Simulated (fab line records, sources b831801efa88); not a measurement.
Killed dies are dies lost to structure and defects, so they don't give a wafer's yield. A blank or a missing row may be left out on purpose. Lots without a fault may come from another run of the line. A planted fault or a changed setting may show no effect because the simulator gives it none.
fab line records | flow sky130
record lots=14 wafers=42 last_day=50
route steps=708 shown FIELD_ISO@5 VT_ADJUST_HVTR@138 PAD_OPEN@708
lots that met no fault: from a run of the same line without faults
start_h: hours from the record's first day to the start of the lot's first wafer shown | wait_h: hours since the lot's step before | " the same as in the row above | L1.1+2: a row that stands for several wafers | - no value, or no start given | * or withheld: withheld | < > ~ a bound
route shown NAME@n: a module of which the file shows steps, and the number in the route of the first | usual: mean/standard deviation of fault-free wafers | same: alike in all rows | chamber/n: place in a boat | sites: the reading at each site | _std_site: their standard deviation | _edge_site: outer sites' mean less inner sites' | radius_mm: how far each site lies from the wafer's centre | mask NAME#n: copy n | behind: the tool/chamber that last shaped the wafer | hold: why the lot was held/for how many hours/how that ended | device: the transistor (n, p or np) that didn't switch | end of line: the same wafers' tests at the end of the route | a step without rows: its recipe alone | killed: dies lost to structure and defects at the first sort, not the wafer's yield | map: a wafer's dies, x killed, . not, _ none there
set.NAME: the setting as run; set.NAME@STEP: as run at that earlier step | model.NAME: the simulator's own value behind a step, which no gauge read
steps of the route over a sample of lots; a table a step, a row a wafer
services: from which hour (start_h, from the record's first day; less than 0 if before it) a tool's chamber was out of use, for how many hours, and why
## steps
# step SKY_FIELD_ISO_THK_MEAS_04
# recipe reads=Si3N4_of_FIELD_ISO_CVD_03
# usual FIELD_ISO_CVD_03_THK=164.7/1.5
# columns lot.wafer tool chamber start_h wait_h FIELD_ISO_CVD_03_THK[nm]
L936.3 film_metro-01 - 14.30 0.0 163.2
L936.4 " - " " 164.6
L936.6 " - " " 163.9
L937.2 film_metro-03 - 18.59 0.0 166.1
L937.4 " - " " 166.5
L937.6 " - " " 166.0
L939.1 film_metro-01 - 29.25 0.0 166.5
L939.2 " - " " 165.9
L939.4 " - " " 166.2
L941.1 film_metro-03 - 38.48 0.0 162.9
L941.3 " - " " 164.4
L941.5 " - " " 163.4
L942.2 film_metro-03 - 45.14 0.0 164.5
L942.3 " - " " 164.8
L942.4 " - " " 165.3
L943.1 film_metro-02 - 48.48 0.0 164.8
L943.3 " - " " 163.1
L943.6 " - " " 164.7
L944.1 film_metro-02 - 55.10 0.0 165.3
L944.4 " - " " 164.9
L944.5 " - " " 164.1
L945.1 film_metro-01 - 59.47 0.0 164.2
L945.5 " - " " 164.5
L945.6 " - " " 164.4
L947.1 film_metro-03 - 68.96 0.0 166.0
L947.3 " - " " 167.0
L947.4 " - " " 166.7
L948.2 film_metro-03 - 75.33 0.0 163.6
L948.3 " - " " 164.0
L948.5 " - " " 162.2
L949.2 film_metro-01 - 79.52 0.0 163.5
L949.4 " - " " 164.2
L949.6 " - " " 164.5
L955.1 film_metro-02 - 110.18 0.0 164.0
L955.3 " - " " 164.9
L955.6 " - " " 162.9
L956.3 film_metro-02 - 115.12 0.0 164.2
L956.4 " - " " 163.6
L956.6 " - " " 164.7
L958.3 film_metro-02 - 127.17 0.0 164.5
L958.5 " - " " 164.5
L958.6 " - " " 165.0
# step SKY_FIELD_ISO_DEVELOP_12
# recipe develop_time_s=60 resist=KrF-thick dev_temp_c=21
# usual developer_temp_C=20.98/0.11
# columns lot.wafer tool chamber start_h wait_h developer_temp_C
L936.3 litho_track-03 0 29 - 21.05
L936.4 " 0 " " 21.01
L936.6 " 0 " " 21.03
L937.2 litho_track-01 0 32 - 21.03
L937.4 " 0 " " 21.03
L937.6 " 0 " " 21.03
L939.1 litho_track-02 0 44 - 20.99
L939.2 " 0 " " 20.98
L939.4 " 0 " " 20.92
L941.1 litho_track-01 0 54 - 20.98
L941.3 " 0 " " 21.09
L941.5 " 0 " " 20.97
L942.2 litho_track-01 0 61 - 20.92
L942.3 " 0 " " 20.94
L942.4 " 0 " " 20.83
L943.1 litho_track-03 0 64 - 20.78
L943.3 " 0 " " 20.92
L943.6 " 0 " " 20.97
L944.1 litho_track-02 0 71 - 21.02
L944.4 " 0 " " 21.00
L944.5 " 0 " " 20.94
L945.1 litho_track-01 0 75 - 21.04
L945.5 " 0 " " 21.00
L945.6 " 0 " " 21.10
L947.1 litho_track-01 0 85 - 20.76
L947.3 " 0 86 - 20.83
L947.4 " 0 " " 20.94
L948.2 litho_track-01 0 92 - 21.05
L948.3 " 0 " " 21.03
L948.5 " 0 " " 20.93
L949.2 litho_track-01 0 96 - 20.77
L949.4 " 0 " " 20.93
L949.6 " 0 " " 21.02
L955.1 litho_track-01 0 128 - 20.02
L955.3 " 0 " " 19.87
L955.6 " 0 " " 20.07
L956.3 litho_track-01 0 133 - 20.11
L956.4 " 0 " " 20.04
L956.6 " 0 " " 20.01
L958.3 litho_track-01 0 147 - 20.25
L958.5 " 0 " " 20.33
L958.6 " 0 " " 20.33
# step SKY_FIELD_ISO_ETCH_17
# recipe target_depth_a=3420 mask_material=Si3N4 chemistry=HBr/Cl2/O2 target=Si taper_deg=5 icp_w=600 bias_w=150 pressure_mtorr=15 HBr_flow_sccm=150 Cl2_flow_sccm=40 O2_flow_sccm=6 time_s=97.7
# usual O2_flow_sccm=6.002/0.017 drypump_motor_current_A=5.5/0.46 oes_product_au=1.001/0.0068 throttle_valve_pct=25.655/0.0093
# columns lot.wafer tool chamber start_h wait_h O2_flow_sccm drypump_motor_current_A oes_product_au rf_hours_counter_h throttle_valve_pct
L936.3 rie_si-01 3 29.89 0.0 5.997 5.2 1.001 1 25.663
L936.4 " 0 " " 6.003 5.0 1.004 0 25.653
L936.6 " 1 " " 5.970 6.0 0.996 - 25.664
L937.2 rie_si-02 3 33.32 0.1 5.994 5.4 0.995 6 25.653
L937.4 " 2 " " 6.034 5.2 1.009 154 25.639
L937.6 " 0 " " 6.037 5.5 1.000 - 25.655
L939.1 rie_si-01 3 44.81 0.1 6.001 5.2 1.004 1 25.647
L939.2 " 0 " " 6.027 5.0 1.008 1 25.648
L939.4 " 2 " " 6.006 4.8 1.010 77 25.651
L941.1 rie_si-02 0 54.57 0.1 6.027 5.5 1.003 65 25.647
L941.3 " 3 " " 5.985 5.4 0.998 6 25.666
L941.5 " 2 " " 6.045 5.2 1.010 - 25.647
L942.2 rie_si-01 1 61.62 0.1 5.996 6.0 1.002 35 25.667
L942.3 " 2 " " 5.991 4.8 1.000 77 25.664
L942.4 " 3 " " 5.994 5.2 1.001 1 25.658
L943.1 rie_si-01 2 65.14 0.1 6.024 4.7 0.987 77 25.661
L943.3 " 3 " " 6.012 5.2 1.002 1 25.649
L943.6 " 0 " " 5.981 5.0 0.994 - 25.650
L944.1 rie_si-02 0 72.11 0.1 5.980 5.5 1.007 65 25.651
L944.4 " 3 " " 6.017 5.4 1.000 - 25.655
L944.5 " 0 " " 5.995 5.5 0.997 - 25.656
L945.1 rie_si-02 3 76.17 0.1 6.002 5.4 0.993 6 25.649
L945.5 " 3 " " 6.015 5.4 0.991 - 25.646
L945.6 " 0 " " 5.993 5.5 0.989 - 25.681
L947.1 rie_si-01 2 86.42 0.1 5.995 4.8 0.995 77 25.663
L947.3 " 3 " " 6.041 5.2 0.992 1 25.654
L947.4 " 0 " " 5.994 5.0 0.996 1 25.662
L948.2 rie_si-02 1 93.27 0.1 5.996 6.2 1.001 66 25.642
L948.3 " 0 " " 5.989 5.5 0.992 65 25.650
L948.5 " 2 " " 5.989 5.2 0.997 - 25.650
L949.2 rie_si-02 0 96.87 0.1 6.010 5.5 1.004 66 25.649
L949.4 " 2 " " 6.023 5.2 0.997 0 25.656
L949.6 " 0 " " 5.997 5.5 0.995 - 25.662
L955.1 rie_si-02 0 128.57 0.1 6.026 5.5 0.999 66 25.661
L955.3 " 1 " " 6.042 6.3 1.005 67 25.663
L955.6 " 2 " " 6.002 5.2 1.006 - 25.650
L956.3 rie_si-01 0 133.57 0.0 5.989 5.0 1.012 1 25.662
L956.4 " 3 " " 6.002 5.2 1.009 2 25.652
L956.6 " 3 " " 6.023 5.2 0.998 - 25.669
L958.3 rie_si-02 2 147.63 0.0 6.022 5.2 1.001 1 25.661
L958.5 " 2 " " 6.006 5.2 1.015 - 25.640
L958.6 " 1 " " 5.988 6.2 1.010 - 25.640
# step SKY_VT_ADJUST_HVTR_CD_MEAS_07
# recipe target_cd_nm=380
# usual cd_nm=380.7/2.1
# columns lot.wafer tool chamber start_h wait_h cd_nm
L936.3 cd_sem-01 - 203.34 0.1 379.4
L936.4 " - " " 378.1
L936.6 " - " " 378.1
L937.2 cd_sem-01 - 207.22 0.1 378.8
L937.4 " - " " 379.0
L937.6 " - " " 377.9
L939.1 cd_sem-02 - 222.95 0.1 379.5
L939.2 " - " " 379.6
L939.4 " - " " 379.7
L941.1 cd_sem-02 - 238.89 0.1 383.9
L941.3 " - " " 383.2
L941.5 " - " " 382.2
L942.2 cd_sem-02 - 244.37 0.1 380.4
L942.3 " - " " 378.7
L942.4 " - " " 379.0
L943.1 cd_sem-01 - 256.40 0.1 379.8
L943.3 " - " " 381.5
L943.6 " - " " 380.4
L944.1 cd_sem-01 - 262.70 0.1 378.8
L944.4 " - " " 380.2
L944.5 " - " " 382.3
L945.1 cd_sem-02 - 270.90 0.1 383.4
L945.5 " - " " 384.7
L945.6 " - " " 384.0
L947.1 cd_sem-02 - 283.20 0.1 382.4
L947.3 " - " " 382.1
L947.4 " - " " 382.3
L948.2 cd_sem-02 - 290.67 0.1 381.5
L948.3 " - " " 379.7
L948.5 " - " " 377.8
L949.2 cd_sem-02 - 296.61 0.1 381.0
L949.4 " - " " 381.8
L949.6 " - " " 381.8
L955.1 cd_sem-01 - 343.59 0.1 378.7
L955.3 " - " " 376.7
L955.6 " - " " 377.8
L956.3 cd_sem-02 - 357.48 0.1 379.8
L956.4 " - " " 379.4
L956.6 " - " " 380.6
L958.3 cd_sem-01 - 374.94 0.1 381.3
L958.5 " - " " 380.7
L958.6 " - " " 381.9
# step SKY_PAD_OPEN_PROBE_99
# usual killed_at_M0_to_M3=45/7.9 killed_at_M4_up=2.9/1.8 killed_at_contacts=25/5.5 killed_at_front_end=16/4.4 killed_at_other=0.3/0.58 killed_dies=89/9.4 killed_open=49/6.8 killed_short=40/6.3
# same gross_dies=492 killed_at_back_side=0
# columns lot.wafer tool chamber start_h wait_h killed_at_M0_to_M3 killed_at_M4_up killed_at_contacts killed_at_front_end killed_at_other killed_dies killed_open killed_short
L941.1 prober-02 - 1102.87 0.1 33 2 22 13 0 70 40 30
L941.3 prober-02 - 1102.97 0.2 38 3 17 19 1 78 39 39
L941.5 prober-02 - 1103.07 0.2 39 2 13 23 0 77 36 41
L943.1 prober-02 - 1123.15 0.1 42 4 25 16 0 87 49 38
L943.3 prober-02 - 1123.25 0.2 49 4 22 12 1 88 44 44
L943.6 prober-02 - 1123.40 0.2 44 2 14 16 0 76 38 38
# killed by level:class
L941.1 LI_CONTACT:geometric_particle:open=7 VIA1:geometric_particle:open=7 CONTACT:geometric_particle:short=5 METAL2:geometric_particle:short=5 VIA2:geometric_particle:open=5 VIA3:geometric_particle:open=5 FIELD_ISO:geometric_particle:open=4 LOCAL_INTERCONNECT:geometric_particle:open=4
L941.3 METAL2:geometric_particle:short=8 FIELD_ISO:geometric_particle:short=6 CONTACT:geometric_particle:open=6 LI_CONTACT:geometric_particle:open=5 VIA2:geometric_particle:open=5 METAL1:geometric_particle:short=5 VIA1:geometric_particle:open=5 VIA3:geometric_particle:open=4
L941.5 VIA1:geometric_particle:open=8 FIELD_ISO:geometric_particle:open=7 METAL2:geometric_particle:short=7 FIELD_ISO:geometric_particle:short=6 CONTACT:geometric_particle:open=6 VIA1:geometric_particle:short=6 VIA2:geometric_particle:short=5 POLY_GATE:geometric_particle:open=4
L943.1 VIA1:geometric_particle:open=16 CONTACT:geometric_particle:short=8 LI_CONTACT:geometric_particle:open=6 CONTACT:geometric_particle:open=6 FIELD_ISO:geometric_particle:open=5 POLY_GATE:geometric_particle:short=5 METAL1:geometric_particle:short=5 VIA2:geometric_particle:open=5
L943.3 VIA1:geometric_particle:open=11 VIA1:geometric_particle:short=9 LI_CONTACT:geometric_particle:open=7 CONTACT:geometric_particle:open=6 VIA3:geometric_particle:open=5 VIA2:geometric_particle:short=5 METAL3:geometric_particle:short=5 CONTACT:geometric_particle:short=4
L943.6 VIA1:geometric_particle:open=12 METAL2:geometric_particle:short=6 VIA3:geometric_particle:open=5 CONTACT:geometric_particle:short=5 FIELD_ISO:geometric_particle:short=4 POLY_GATE:geometric_particle:short=4 LI_CONTACT:geometric_particle:open=4 METAL1:geometric_particle:short=4
## services
# columns tool chamber start_h hours kind
rie_si-02 - 28.45 2.8 pm
rie_si-02 0 60.34 3.3 repair
rie_si-02 2 64.79 - clean
rie_si-02 2 64.79 13.8 scheduled_down
rie_si-02 2 64.79 13.8 vent_cycle
## key
first_sign step=SKY_FIELD_ISO_DEVELOP_12 reading=developer_temp_C direction=down sigmas=8.1 usual=* struck=*
effect none on later readings
met_at SKY_FIELD_ISO_DEVELOP_12
struck_lots L955,L956,L958
tester_left_out L955,L956,L958
not_acting_at SKY_FIELD_ISO_THK_MEAS_04,SKY_FIELD_ISO_ETCH_17,SKY_VT_ADJUST_HVTR_CD_MEAS_07
onset_between 96 128
fault kind=process_parameter_drift tool=litho_track-01 chamber=- onset_h=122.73 steps=SKY_FIELD_ISO_DEVELOP_12 channel=dev_temp_c offset=* shape=step end_h=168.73 acts_in=* stated=*
# tester_left_out: of these lots the tester's yield and bins aren't shown, on N5 and GAA mostly nor the transistor test; their killed dies are dies lost to structure and defects alone, not to doping, threshold or leakage, so they don't give the yield
